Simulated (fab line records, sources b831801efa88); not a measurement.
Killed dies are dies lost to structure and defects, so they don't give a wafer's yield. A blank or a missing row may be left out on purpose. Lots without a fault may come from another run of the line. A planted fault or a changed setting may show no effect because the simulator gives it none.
Which tool did it? | flow sky130 | 6 lots, 18 wafers sampled, at 2 steps of a route of 708

WHAT THE GAUGES READ, wafer by wafer
SKY_METAL2_THK_MEAS_06: measures by xrf.
lot  | measured     | on            | METAL2_ALCU_THK (nm)
L273 | day 35 02:19 | film_metro-01 | 254.5 250.4 254.5
L281 | day 37 17:58 | film_metro-04 | 250.8 251.0 260.0
L286 | day 39 01:45 | film_metro-04 | 251.9 256.7 254.9
L290 | day 41 12:38 | film_metro-03 | 251.5 251.7 250.3
L293 | day 41 03:59 | film_metro-04 | 249.6 250.9 254.5
L294 | day 41 10:52 | film_metro-04 | 253.5 254.4 251.6

WHICH TOOL RAN EACH LOT (tool, then ch and the chambers of the sampled wafers, then the start)
lot  | SKY_METAL2_SPUTTER_04
L273 | pvd_sputter-04, day 35 02:08
L281 | pvd_sputter-04, day 37 17:47
L286 | pvd_sputter-02, day 39 01:35
L290 | pvd_sputter-04, day 40 06:23
L293 | pvd_sputter-01, day 41 03:49
L294 | pvd_sputter-02, day 41 10:41
- SKY_METAL2_SPUTTER_04: material TiN, target thk 70 nm, time 58.3 s.

THE ANSWER, worked out from the rows above alone
Rule: what is usual is taken from the lots themselves. Put in order of their means at a reading, lots are off if they are a third of the lots or fewer, leave a main group of 4 or more, and stand apart from it by a gap of 3 or more times the standard deviation of the main group's means; of several such gaps the widest counts. A main group whose means are all the same, to the digits that the tables above print for the reading, isn't used. A lot without any number at a reading at which 4 lots or more have one is off too. The other lots that the step has rows for count as sound.
No lot is off at any reading shown: from this, nothing can be told.

WHAT THE SIMULATOR HAD PUT IN
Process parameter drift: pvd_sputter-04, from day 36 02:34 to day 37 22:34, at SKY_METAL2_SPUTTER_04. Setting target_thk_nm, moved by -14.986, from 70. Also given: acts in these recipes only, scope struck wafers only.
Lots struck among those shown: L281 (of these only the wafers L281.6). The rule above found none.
